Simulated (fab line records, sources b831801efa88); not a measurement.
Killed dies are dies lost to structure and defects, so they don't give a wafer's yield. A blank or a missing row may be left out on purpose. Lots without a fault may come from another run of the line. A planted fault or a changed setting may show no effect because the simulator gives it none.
A struck lot beside a sound one | flow gf180mcu | 18 steps out of a route of 602
Sound: wafers L298.1, L298.4, L298.5. Struck: wafers L301.1, L301.2, L301.5. The cause comes at the end.
At each step with rows: each side's tool, then ch and its chambers, then its first start. Under that, the readings that differ: sound wafers | struck wafers | difference of the means | sigmas: that difference in standard deviations of wafers without a fault.
alike: readings whose means differ by less than 2 such deviations, and words and numbers that are the same on both sides. not compared: withheld readings, readings that some wafer has no value for, bounds like >300 that may hide the same value, and numbers for which the record gives no deviation and whose values overlap.
The two part at a step that has a row with sigmas, a row that says differs or no value, or rows on one side only. Numbers that don't overlap but have no deviation are shown without sigmas and don't part them. A reading that every wafer of one side lacks parts them only if that side has two wafers or more.

first, 3 steps without rows for these wafers: GF_V2_EXPOSE_11 (exposes mask Via2, target cd 260 nm); GF_V2_PEB_12 (peb time 90 s); GF_V2_DEVELOP_13 (develop time 60 s).
GF_V2_CD_MEAS_14: target cd 260 nm.
  sound on cd_sem-01, day 20 16:40; struck on cd_sem-02, day 21 19:25
  alike: cd_nm
GF_V2_OVL_MEAS_15:
  sound on overlay-01, day 20 16:47; struck on overlay-02, day 21 19:32
  alike: V2_OVL
GF_V2_ETCH_16: etches BARC in N2/H2.
  sound on rie_diel-04 ch 1,2,3, day 20 16:49; struck on rie_diel-02 ch 1,2, day 21 19:34
  alike: bias_w, chamber_pressure_mTorr, drypump_motor_current_A, oes_product_au, throttle_valve_pct
GF_V2_ETCH_17: etches SiO2 in C4F8/O2/Ar, stops on TiN, target depth 630 nm.
  sound on rie_diel-04 ch 1,2,3; struck on rie_diel-02 ch 1,2
  alike: bias_w, chamber_pressure_mTorr, oes_product_au
then, 3 steps without rows for these wafers: GF_V2_STRIP_18 (strips in O2/N2); GF_V2_STRIP_19 (strips in post etch residue remover, time 1200 s); GF_V2_CLEAN_20 (cleans in DIW).
GF_V2_SPUTTER_21: material Ti, target thk 15 nm, time 80.02 s.
  sound on pvd_sputter-01, day 20 17:29; struck on pvd_sputter-04, day 21 20:16
  alike: throttle_valve_pct
GF_V2_SPUTTER_22: material TiN, target thk 10 nm, time 40 s.
  sound on pvd_sputter-01, day 20 17:33; struck on pvd_sputter-04, day 21 20:19
  alike: throttle_valve_pct
GF_V2_CVD_23: deposits W, target thk 350 nm, time 104.94 s.
  sound on cvd_w-01 ch 0,1, day 20 17:35; struck on cvd_w-01 ch 0,1, day 21 20:22
  reading                          | sound             | struck            | difference | sigmas
  chamber_pressure_Torr (Torr)     | 39.91 40.00 40.01 | 33.46 33.40 33.47 | -6.53      | -69
  model.W_of_V2_CVD_23.thk_nm (nm) | 348.6 349.2 346.1 | 321.9 321.8 324.8 | -25.1      |
  alike: heater_power_w
GF_V2_RS_MEAS_24: measures by four-point-probe.
  sound on film_metro-04, day 20 17:42; struck on film_metro-02, day 21 20:28
  reading          | sound             | struck            | difference | sigmas
  V2_W_RS (ohm/sq) | 0.329 0.328 0.331 | 0.356 0.355 0.352 | +0.025     | +7
GF_V2_THK_MEAS_25: measures by xrf.
  sound on film_metro-04, day 20 17:49; struck on film_metro-02, day 21 20:35
  reading       | sound       | struck      | difference | sigmas
  V2_W_THK (nm) | 365 366 361 | 338 337 342 | -25        | -5
GF_V2_CMP_26: polishes, stops on SiO2, t overpolish 15 s, target thk 0 nm.
  sound on cmp-02 ch 0,2, day 20 17:53; struck on cmp-02 ch 0,1, day 21 20:39
  reading                | sound          | struck         | difference | sigmas
  time_to_endpoint_s (s) | 81.9 84.8 87.7 | 71.6 75.0 76.2 | -10.5      | -4
  alike: head_pressure_psi, motor_current_A
GF_M3_SPUTTER_00: material Ti, target thk 37.5 nm, time 150 s.
  sound on pvd_sputter-04, day 20 18:11; struck on pvd_sputter-02, day 21 20:57
  alike: throttle_valve_pct
GF_PASSIVATION_PROBE_99:
  the record has rows for the sound wafers here (prober-01, day 29 07:30) and none for the struck ones

WHERE THEY PART
First at GF_V2_CVD_23; last, within this record, at GF_PASSIVATION_PROBE_99.

WHY: what the simulator had put in
Process parameter drift: cvd_w-01, from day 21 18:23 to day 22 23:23, at GF_V2_CVD_23. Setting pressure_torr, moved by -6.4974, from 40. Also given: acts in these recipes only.
